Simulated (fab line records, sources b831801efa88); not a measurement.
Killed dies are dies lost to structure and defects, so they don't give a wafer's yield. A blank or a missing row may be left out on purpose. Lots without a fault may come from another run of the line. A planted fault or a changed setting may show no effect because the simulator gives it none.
Chamber matching | flow gf180mcu | GF_V4_CMP_26 on cmp-02: 4 sister chambers
The step polishes, stops on SiO2, t overpolish 15 s, target thk 0 nm. 14 wafers are shown with their chamber, then 7 later ones without.

WAFERS WITH THEIR CHAMBER
wafer  | chamber | motor_current_A (A) | time_to_endpoint_s (s) | overpolish_run_s (s)
L970.2 | 2       | 9.3                 | 84                     | 15.008
L970.5 | 3       | 11.8                | 87                     | 14.994
L970.6 | 0       | 7.8                 | 86                     | 14.992
L972.2 | 3       | 12.1                | 85                     | 15.001
L972.3 | 1       | 12.1                | 90                     | 15.001
L972.4 | 0       | 7.8                 | 92                     | 15.015
L976.1 | 3       | 11.4                | 82                     | 14.992
L976.4 | 1       | 11.5                | 86                     | 15.007
L976.6 | 2       | 9.4                 | 82                     | 14.984
L980.1 | 1       | 11.9                | 90                     | 14.995
L980.2 | 2       | 8.8                 | 83                     | 15.004
L980.3 | 0       | 7.5                 | 84                     | 14.988
L983.2 | 3       | 11.4                | 86                     | 14.981
L983.3 | 2       | 9.8                 | 82                     | 15.007

SIGNATURES (means of the wafers above)
reading            | chamber 0 | chamber 1 | chamber 2 | chamber 3 | scatter within a chamber
motor_current_A    | 7.700     | 11.833    | 9.325     | 11.675    | 0.332
time_to_endpoint_s | 87.33     | 88.67     | 82.75     | 85.00     | 2.49
overpolish_run_s   | 14.99833  | 15.00100  | 15.00075  | 14.99200  | 0.0104
Rule: a wafer's distance from a chamber is the root of the sum, over the readings, of the square of ((its reading less the chamber's mean) divided by the reading's scatter). The wafer belongs to the nearest chamber; if the next one is less than 2 further off, it can't be placed. The scatter: the root of (the sum of the squares of (reading less its chamber's mean) over the shown wafers, divided by (wafers less chambers)).

WAFERS WITHOUT THEIR CHAMBER
wafer  | motor_current_A (A) | time_to_endpoint_s (s) | overpolish_run_s (s)
L983.5 | 7.7                 | 89                     | 15.004
L988.2 | 8.2                 | 87                     | 14.998
L988.3 | 9.4                 | 81                     | 14.998
L988.5 | 7.7                 | 86                     | 14.996
L990.1 | 7.8                 | 87                     | 14.999
L990.3 | 12.4                | 87                     | 14.992
L990.4 | 11.0                | 86                     | 15.011

WHICH CHAMBER EACH WENT THROUGH
wafer  | from the rows above     | in truth
L983.5 | 0                       | 0
L988.2 | 0                       | 0
L988.3 | 2                       | 2
L988.5 | 0                       | 0
L990.1 | 0                       | 0
L990.3 | can't be placed: 1 or 3 | 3
L990.4 | can't be placed: 3 or 1 | 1
Placed correctly: 5 of 7. Can't be placed from these rows: 2 (the true chamber is among the candidates in 2). Placed wrongly: 0.
